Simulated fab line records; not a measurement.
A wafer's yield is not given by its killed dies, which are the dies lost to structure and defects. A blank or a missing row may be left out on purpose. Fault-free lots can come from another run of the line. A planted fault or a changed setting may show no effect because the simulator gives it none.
The tool behind it: which one?    flow gf180mcu    36 wafers from 12 lots sampled at 6 of the route's 602 steps

## WHAT THE GAUGES SHOWED, per wafer
GF_VT_IMPLANT_OVL_MEAS_29. Usual: for VT_IMPLANT_02_OVL the level is -0.7 nm and the standard deviation is 1.3.
lot   measured      on          VT_IMPLANT_02_OVL (nm)  flag
L657  day 7 00:28   overlay-02  -0.9 -1.8 -1.5          
L658  day 7 08:01   overlay-02  -1.6 -1.7 -0.9          
L661  day 8 01:07   overlay-01  1.5 -1.2 -0.7           
L664  day 8 19:49   overlay-02  1.4 0.3 0.5             
L665  day 9 01:25   overlay-02  - - -                   OFF
L669  day 10 02:43  overlay-01  -1.0 0.6 -0.4           
L671  day 10 16:52  overlay-01  0.1 -0.3 -0.7           
L674  day 11 15:07  overlay-01  -1.0 -1.7 0.2           
L675  day 11 20:24  overlay-02  -3.1 -2.8 -2.0          
L676  day 12 02:32  overlay-02  -0.8 -0.3 0.1           
L677  day 12 07:12  overlay-02  -1.2 -1.1 -2.1          
L678  day 12 14:52  overlay-02  -0.9 0.4 2.3            

GF_VT_IMPLANT_TW_MEAS_32. Usual: for VT_IMPLANT_3_TW the level is 269 and the standard deviation is 3.3.
lot   measured      on            VT_IMPLANT_3_TW  flag
L657  day 7 00:44   filmMetro-04  266 266 266      
L658  day 7 08:18   filmMetro-02  275 275 273      
L661  day 8 01:25   filmMetro-02  272 272 272      
L664  day 8 20:06   filmMetro-02  271 272 272      
L665  day 9 01:41   filmMetro-01  30 30 30         OFF
L669  day 10 02:59  filmMetro-04  265 266 265      
L671  day 10 17:08  filmMetro-04  265 264 267      
L674  day 11 15:25  filmMetro-01  269 267 269      
L675  day 11 20:41  filmMetro-01  268 269 268      
L676  day 12 02:50  filmMetro-01  268 268 268      
L677  day 12 07:29  filmMetro-01  269 269 269      
L678  day 12 15:09  filmMetro-01  269 269 268      

GF_M3_THK_MEAS_06: measures by xrf. Usual: for M3_ALCU_THK the level is 450 nm and the standard deviation is 4.7.
lot   measured      on            M3_ALCU_THK (nm)  flag
L657  day 20 17:00  filmMetro-04  454 451 451       
L658  day 21 01:51  filmMetro-01  452 446 448       
L661  day 22 05:50  filmMetro-02  448 450 449       
L664  day 23 05:35  filmMetro-04  451 444 447       
L669  day 24 18:02  filmMetro-01  446 449 445       
L671  day 25 11:20  filmMetro-02  454 456 461       
L674  day 26 10:26  filmMetro-01  447 452 444       
L675  day 26 16:18  filmMetro-01  442 448 449       
L676  day 27 02:52  filmMetro-01  448 459 448       
L677  day 27 04:48  filmMetro-02  451 450 458       
L678  day 27 10:38  filmMetro-01  447 448 450       

## TOOL THAT RAN EACH LOT (tool first, then ch and the chambers of the sampled wafers, then the start)
lot   GF_VT_IMPLANT_EXPOSE_26             GF_V2_SPUTTER_21             GF_V2_CMP_26
L657  ilineStepper-01 ch 0, day 6 17:14   pvdSputter-04, day 20 15:58  cmp-02 ch 1,2, day 20 16:25
L658  ilineStepper-02 ch 0, day 7 00:39   pvdSputter-04, day 21 00:48  cmp-01 ch 1,2,3, day 21 01:11
L661  ilineStepper-01 ch 0, day 7 17:25   pvdSputter-01, day 22 04:46  cmp-02 ch 0,3, day 22 05:10
L664  ilineStepper-02 ch 0, day 8 11:36   pvdSputter-01, day 23 04:22  cmp-01 ch 0,1, day 23 04:59
L665  ilineStepper-01 ch 0, day 8 17:02   -                            -
L669  ilineStepper-01 ch 0, day 9 17:32   pvdSputter-01, day 24 17:01  cmp-01 ch 0,1,3, day 24 17:24
L671  ilineStepper-02 ch 0, day 10 08:07  pvdSputter-03, day 25 10:18  cmp-01 ch 0,1,2, day 25 10:41
L674  ilineStepper-01 ch 0, day 11 05:55  pvdSputter-03, day 26 09:23  cmp-02 ch 1,2,3, day 26 09:53
L675  ilineStepper-01 ch 0, day 11 11:10  pvdSputter-01, day 26 15:16  cmp-02 ch 0,2,3, day 26 15:40
L676  ilineStepper-02 ch 0, day 11 17:04  pvdSputter-01, day 27 01:42  cmp-01 ch 0,2,3, day 27 02:13
L677  ilineStepper-02 ch 0, day 11 21:53  pvdSputter-04, day 27 03:46  cmp-02 ch 2,3, day 27 04:09
L678  ilineStepper-02 ch 0, day 12 04:58  pvdSputter-01, day 27 09:25  cmp-02 ch 0,1, day 27 10:02
- GF_VT_IMPLANT_EXPOSE_26: exposes mask LVPWELL HV AREA, target cd 860 nm.
- GF_V2_SPUTTER_21: material Ti, target thk 15 nm, time 80.02 s.
- GF_V2_CMP_26: polishes, stops on SiO2, t overpolish 15 s, target thk 0 nm.

## AS READ BY THE TOOLS THEMSELVES (means over the sampled wafers that have a number; for cases with no such wafer, the mark the record gives instead)
GF_VT_IMPLANT_EXPOSE_26. Usual: reticleTempC 23.00 C, standard deviation 0.1.
lot   tool             reticleTempC (C)  flag
L657  ilineStepper-01  22.99             
L658  ilineStepper-02  22.88             
L661  ilineStepper-01  23.12             
L664  ilineStepper-02  23.01             
L665  ilineStepper-01  23.06             
L669  ilineStepper-01  22.94             
L671  ilineStepper-02  23.01             
L674  ilineStepper-01  22.96             
L675  ilineStepper-01  23.10             
L676  ilineStepper-02  22.83             
L677  ilineStepper-02  22.91             
L678  ilineStepper-02  22.97             

GF_V2_SPUTTER_21. Usual: throttleValvePct 30.3 %, standard deviation 1.
lot   tool           throttleValvePct (%)  flag
L657  pvdSputter-04  30.8                  
L658  pvdSputter-04  29.9                  
L661  pvdSputter-01  30.6                  
L664  pvdSputter-01  29.2                  
L669  pvdSputter-01  30.8                  
L671  pvdSputter-03  30.5                  
L674  pvdSputter-03  30.2                  
L675  pvdSputter-01  30.4                  
L676  pvdSputter-01  30.8                  
L677  pvdSputter-04  30.4                  
L678  pvdSputter-01  29.3                  

GF_V2_CMP_26. Usual: motorCurrentA 10.6 A, standard deviation 1.1; overpolishRunS 15.000 s, standard deviation 0.0091; timeToEndpointS 85 s, standard deviation 3.9.
lot   tool    motorCurrentA (A)  overpolishRunS (s)  timeToEndpointS (s)  flag
L657  cmp-02  11.8               14.998              87                   
L658  cmp-01  10.0               15.003              85                   
L661  cmp-02  10.8               15.002              83                   
L664  cmp-01  10.4               15.003              88                   
L669  cmp-01  9.7                15.009              84                   
L671  cmp-01  10.2               14.990              88                   
L674  cmp-02  11.7               15.002              84                   
L675  cmp-02  11.8               14.991              84                   
L676  cmp-01  9.9                15.002              88                   
L677  cmp-02  11.7               14.994              89                   
L678  cmp-02  10.8               14.994              81                   

## THE ANSWER, worked out from the rows above alone
Rule: lot off if the mean of its wafers having a number is beyond 3 standard deviations from the usual mean. A lot without any number at a reading at which 4 lots or more have one is off too. The other lots that the step has rows for count as sound. After the gauges, taken in route order, come the tools' own readings; for these a lot's mean is taken, as printed above. At the first step where some lot is off, the reading lying furthest off is the one used; lots without a number count as furthest.
Off: L665, seen at GF_VT_IMPLANT_OVL_MEAS_29 (VT_IMPLANT_02_OVL). Without a number there: L665.
If a tool, at a process step before that reading, ran all the lots that are off and no sound lot after the first of them, it fits. The gauges at GF_VT_IMPLANT_OVL_MEAS_29 aren't tried: what is off there is off at GF_VT_IMPLANT_TW_MEAS_32 too, on other tools, and a gauge's error can't cause that. Of those tried, none fits.

## WHAT THE SIMULATOR PUT IN
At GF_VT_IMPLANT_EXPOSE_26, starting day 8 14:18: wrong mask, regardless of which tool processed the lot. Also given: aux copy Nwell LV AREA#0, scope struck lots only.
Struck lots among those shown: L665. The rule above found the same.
